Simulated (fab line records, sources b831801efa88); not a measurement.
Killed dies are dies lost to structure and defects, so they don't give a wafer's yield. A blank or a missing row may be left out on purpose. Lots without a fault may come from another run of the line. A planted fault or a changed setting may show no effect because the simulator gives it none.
Which tool did it? | flow gf180mcu | 13 lots, 37 wafers sampled, at 6 steps of a route of 602

WHAT THE GAUGES READ, wafer by wafer
GF_HV_LDD_CD_MEAS_07: target cd 400 nm. Usual: cd_nm 399.5 nm, standard deviation 2.4.
lot  | measured     | on        | cd_nm (nm)        | flag
L467 | day 10 05:01 | cd_sem-02 | 401.0 398.0 400.5 |
L470 | day 11 03:03 | cd_sem-01 | 400.1 399.6 399.1 |
L471 | day 11 11:31 | cd_sem-02 | 396.8 396.2 398.2 |
L472 | day 11 20:08 | cd_sem-02 | 402.1 400.1 399.7 |
L475 | day 12 22:40 | cd_sem-01 | 403.7 402.3       |
L476 | day 13 05:41 | cd_sem-02 | 402.9 405.1 402.9 |
L477 | day 13 12:28 | cd_sem-01 | 400.6 401.6       |
L478 | day 13 17:48 | cd_sem-01 | 398.2 398.3 396.6 |
L483 | day 15 17:34 | cd_sem-01 | 396.8 398.2 396.8 |
L484 | day 15 18:12 | cd_sem-01 | 396.1 395.7 395.5 |
L485 | day 16 07:17 | cd_sem-01 | 400.4 398.3 401.8 |
L487 | day 16 19:48 | cd_sem-01 | 398.3 399.0 399.3 |
L488 | day 17 00:41 | cd_sem-02 | 396.2 398.7 396.1 |

GF_NSD_TW_MEAS_12. Usual: NSD_TW 4220, standard deviation 19.
lot  | measured     | on            | NSD_TW         | flag
L467 | day 13 13:20 | film_metro-04 | 4164 4176 4182 |
L470 | day 14 14:04 | film_metro-04 | 4232 4207 4229 |
L471 | day 14 22:09 | film_metro-01 | 4247 4239 4223 |
L472 | day 15 08:00 | film_metro-04 | 4214 4234 4252 |
L475 | day 16 13:12 | film_metro-03 | 4203 4237      |
L476 | day 17 00:06 | film_metro-04 | 4247 4240 4238 |
L477 | day 17 05:55 | film_metro-04 | 4224 4248      |
L478 | day 17 10:52 | film_metro-01 | 4214 4199 4239 |
L483 | day 19 19:17 | film_metro-04 | 4234 4208 4225 |
L484 | day 19 23:47 | film_metro-03 | 4212 4247 4212 |
L485 | day 20 09:40 | film_metro-04 | 4197 4229 4224 |
L487 | day 20 23:49 | film_metro-04 | 4219 4227 4229 |
L488 | day 21 04:10 | film_metro-03 | 4206 4196 4224 |

GF_PSD_CD_MEAS_07: target cd 400 nm. Usual: cd_nm 398.7 nm, standard deviation 2.1.
lot  | measured     | on        | cd_nm (nm)        | flag
L467 | day 14 09:44 | cd_sem-02 | 395.9 397.6 396.5 |
L470 | day 15 10:22 | cd_sem-01 | 400.1 402.0 400.8 |
L471 | day 15 19:08 | cd_sem-01 | 402.8 400.4 398.6 |
L472 | day 16 06:08 | cd_sem-01 | 397.6 400.3 400.4 |
L475 | day 17 10:56 | cd_sem-01 | 397.0 -           |
L476 | day 17 22:32 | cd_sem-01 | 397.6 397.9 -     |
L477 | day 18 04:34 | cd_sem-02 | - 396.4           |
L478 | day 18 09:14 | cd_sem-02 | 400.0 397.2 400.8 |
L483 | day 20 18:52 | cd_sem-02 | 401.0 401.9 400.6 |
L484 | day 20 23:53 | cd_sem-01 | 400.3 398.6 398.4 |
L485 | day 21 09:23 | cd_sem-02 | 400.3 399.1 400.1 |
L487 | day 21 23:37 | cd_sem-02 | 394.1 398.4 393.8 |
L488 | day 22 03:53 | cd_sem-02 | 399.5 397.8 397.2 |

GF_PSD_OVL_MEAS_08. Usual: PSD_OVL 0.8 nm, standard deviation 1.3.
lot  | measured     | on         | PSD_OVL (nm)  | flag
L467 | day 14 09:49 | overlay-02 | 0.6 -0.2 1.2  |
L470 | day 15 10:28 | overlay-01 | 1.0 1.5 0.7   |
L471 | day 15 19:14 | overlay-01 | 0.1 -0.7 -0.3 |
L472 | day 16 06:16 | overlay-02 | 1.9 1.1 1.9   |
L475 | day 17 11:04 | overlay-01 | -0.4 -        |
L476 | day 17 22:40 | overlay-01 | 2.1 -0.6 -    |
L477 | day 18 04:40 | overlay-01 | - -0.2        |
L478 | day 18 09:20 | overlay-02 | 2.9 2.6 1.4   |
L483 | day 20 18:58 | overlay-01 | 0.3 0.0 -0.3  |
L484 | day 21 00:00 | overlay-01 | 0.9 -1.3 0.8  |
L485 | day 21 09:29 | overlay-01 | 0.2 1.5 1.2   |
L487 | day 21 23:43 | overlay-01 | 1.3 2.1 2.2   |
L488 | day 22 03:59 | overlay-02 | 0.8 1.5 0.6   |

GF_PSD_TW_MEAS_11. Usual: PSD_TW 3157, standard deviation 12.
lot  | measured     | on            | PSD_TW         | flag
L467 | day 14 10:07 | film_metro-03 | 3158 3129 3126 |
L470 | day 15 10:46 | film_metro-03 | 3152 3150 3143 |
L471 | day 15 19:32 | film_metro-04 | 3166 3185 3178 |
L472 | day 16 06:33 | film_metro-04 | 3142 3149 3142 |
L475 | day 17 11:21 | film_metro-01 | 3147 30        | OFF
L476 | day 17 22:57 | film_metro-03 | 3158 3133 30   | OFF
L477 | day 18 04:58 | film_metro-01 | 30 3141        | OFF
L478 | day 18 09:38 | film_metro-04 | 3165 3183 3161 |
L483 | day 20 19:16 | film_metro-03 | 3159 3156 3165 |
L484 | day 21 00:17 | film_metro-03 | 3153 3165 3170 |
L485 | day 21 09:47 | film_metro-04 | 3170 3152 3162 |
L487 | day 22 00:01 | film_metro-03 | 3150 3147 3156 |
L488 | day 22 04:17 | film_metro-04 | 3159 3163 3165 |

WHICH TOOL RAN EACH LOT (tool, then ch and the chambers of the sampled wafers, then the start)
lot  | GF_PSD_DEVELOP_06
L467 | litho_track-03 ch 0, day 14 09:36
L470 | litho_track-01 ch 0, day 15 10:13
L471 | litho_track-04 ch 0, day 15 18:59
L472 | litho_track-01 ch 0, day 16 05:59
L475 | litho_track-01 ch 0, day 17 10:47
L476 | litho_track-01 ch 0, day 17 22:23
L477 | litho_track-01 ch 0, day 18 04:25
L478 | litho_track-04 ch 0, day 18 09:05
L483 | litho_track-01 ch 0, day 20 18:43
L484 | litho_track-03 ch 0, day 20 23:45
L485 | litho_track-04 ch 0, day 21 09:14
L487 | litho_track-01 ch 0, day 21 23:28
L488 | litho_track-01 ch 0, day 22 03:43
- GF_PSD_DEVELOP_06: develop time 60 s.

WHAT THE TOOLS THEMSELVES READ (means of the sampled wafers that have a number; where no wafer has one, the mark that the record gives instead)
The record holds no such reading with a usual standard deviation.

THE ANSWER, worked out from the rows above alone
Rule: a lot is off if the mean of its wafers that have a number lies more than 3 standard deviations from the usual mean. A lot without any number at a reading at which 4 lots or more have one is off too. The other lots that the step has rows for count as sound. The gauges are gone through in route order, then the tools' own readings, and for those a lot's mean is taken as printed above. The first step at which some lot is off is used, and at that step the reading that is off furthest; a lot without a number counts as furthest.
Off: L475, L476, L477, at GF_PSD_TW_MEAS_11 (PSD_TW).
A tool fits if, at a process step before that reading, it ran every lot that is off, and no sound lot after the first of them. The gauges at GF_PSD_TW_MEAS_11 are tried like those tools. None of those tried fits.

WHAT THE SIMULATOR HAD PUT IN
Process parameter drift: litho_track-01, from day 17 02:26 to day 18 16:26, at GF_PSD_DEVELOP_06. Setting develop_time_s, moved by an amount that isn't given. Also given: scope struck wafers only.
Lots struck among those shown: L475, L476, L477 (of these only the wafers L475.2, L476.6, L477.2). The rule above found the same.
